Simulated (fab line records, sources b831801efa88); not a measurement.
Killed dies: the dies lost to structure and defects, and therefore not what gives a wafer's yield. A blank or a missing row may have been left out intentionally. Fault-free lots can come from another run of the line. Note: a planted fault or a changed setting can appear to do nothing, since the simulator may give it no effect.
A lot that was struck, set against a sound lot || flow gf180mcu || 17 out of 602 route steps
Sound: the wafers L686.1, L686.3, L686.6. Wafers struck: L693.3, L693.5, L693.6. The cause comes at the end.
Each step with rows lists, per side, the tool, then ch with its chambers, then its first start. Under that, the readings that differ: sound wafers || struck wafers || difference of the means || sigmas: that difference in standard deviations of wafers without a fault.
alike: readings with means less than 2 such deviations apart, plus words and numbers identical on both sides. not compared: withheld readings, readings lacking a value on some wafer, bounds such as >300 that could conceal the same value, and numbers that have no deviation in the record and whose values overlap.
The two part at a step that has a row with sigmas, a row that says differs or no value, or rows on one side only. Numbers that have no deviation but don't overlap get no sigmas and don't part them. A reading missing from all wafers of one side parts the sides only when that side holds two or more wafers.

GF_VT_IMPLANT_OVL_MEAS_07:
  struck on overlay-02, day 7 21:44; sound on overlay-02, day 6 01:04
  alike: VT_IMPLANT_OVL
following that, these wafers have no rows for 1 step: GF_VT_IMPLANT_IMPLANT_08.
GF_VT_IMPLANT_STRIP_09: strips in O2/N2.
  sound on plasma-asher-01 ch 1, day 6 01:16; struck on plasma-asher-02 ch 0,1, day 7 21:56
{"reading": "strip-time-to-endpoint-s (s)", "sound": "12.64 12.62 12.60", "struck": "12.70 12.69 12.69", "difference": "+0.07", "sigmas": "+2"}
  alike: drypump-motor-current-A, heater-power-w, n2-flow-sccm, oes-product-au
  not compared: rf-hours-counter-h
GF_VT_IMPLANT_TW_MEAS_10:
  struck on film-metro-03, day 7 22:02; sound on film-metro-03, day 6 01:22
  alike: VT_IMPLANT_TW
then, 7 steps without rows for these wafers: GF_VT_IMPLANT_DEHYDRATE_11 (time 60 s); GF_VT_IMPLANT_HMDS_12 (prime time 60 s); GF_VT_IMPLANT_COAT_13 (resist thk 1000 nm); GF_VT_IMPLANT_SOFTBAKE_14 (time 60 s); GF_VT_IMPLANT_EXPOSE_15 (exposes mask Nwell LV AREA, target cd 860 nm); GF_VT_IMPLANT_PEB_16; GF_VT_IMPLANT_DEVELOP_17 (develop time 60 s).
GF_VT_IMPLANT_OVL_MEAS_18:
  struck on overlay-01, day 8 14:11; sound on overlay-02, day 6 16:10
  alike: VT_IMPLANT_01_OVL
GF_VT_IMPLANT_IMPLANT_19:
  sound on implanter-02 ch 0, day 6 16:13; struck on implanter-04 ch 0, day 8 14:16
{"reading": "implant-ion-amu", "sound": "75 75 75", "struck": "49 49 49", "difference": -26, "sigmas": ""}
{"reading": "model.implant.rp-nm (nm)", "sound": "57.98 57.98 57.98", "struck": "71.73 71.73 71.73", "difference": "+13.75", "sigmas": ""}
{"reading": "model.implant.drp-nm (nm)", "sound": "24.08 24.08 24.08", "struck": "31.48 31.48 31.48", "difference": "+7.40", "sigmas": ""}
GF_VT_IMPLANT_STRIP_20: strips in O2/N2.
  sound on plasma-asher-02 ch 0, day 6 16:22; struck on plasma-asher-01 ch 0,1, day 8 14:23
{"reading": "heater-power-w (W)", "sound": "262 270 272", "struck": "331 340 320", "difference": "+62", "sigmas": "+2"}
{"reading": "n2-flow-sccm (sccm)", "sound": "302.1 301.7 301.7", "struck": "299.4 299.8 300.5", "difference": -1.9, "sigmas": -2}
  alike: drypump-motor-current-A, oes-product-au, strip-time-to-endpoint-s
  not compared: rf-hours-counter-h
GF_VT_IMPLANT_TW_MEAS_21:
  struck on film-metro-01, day 8 14:29; sound on film-metro-03, day 6 16:28
{"reading": "VT_IMPLANT_2_TW", "sound": "1223 1228 1219", "struck": "685 688 685", "difference": -537, "sigmas": -45}
then, 1 step without rows for these wafers: GF_VT_IMPLANT_DEHYDRATE_22 (time 60 s).
-- record jumps: 23 days separate the struck wafers' starts on either side; left off in module VT_IMPLANT, taken up again in module PASSIVATION, whose first shown step is the route's number 602 --
GF_PASSIVATION_PROBE_99:
  rows exist in the record for the struck wafers here (prober-01, day 31 19:43), but not for the sound ones

WHERE THEY PART
At GF_VT_IMPLANT_STRIP_09 first; at GF_PASSIVATION_PROBE_99 last (within this record only).

WHY: the cause the simulator had injected
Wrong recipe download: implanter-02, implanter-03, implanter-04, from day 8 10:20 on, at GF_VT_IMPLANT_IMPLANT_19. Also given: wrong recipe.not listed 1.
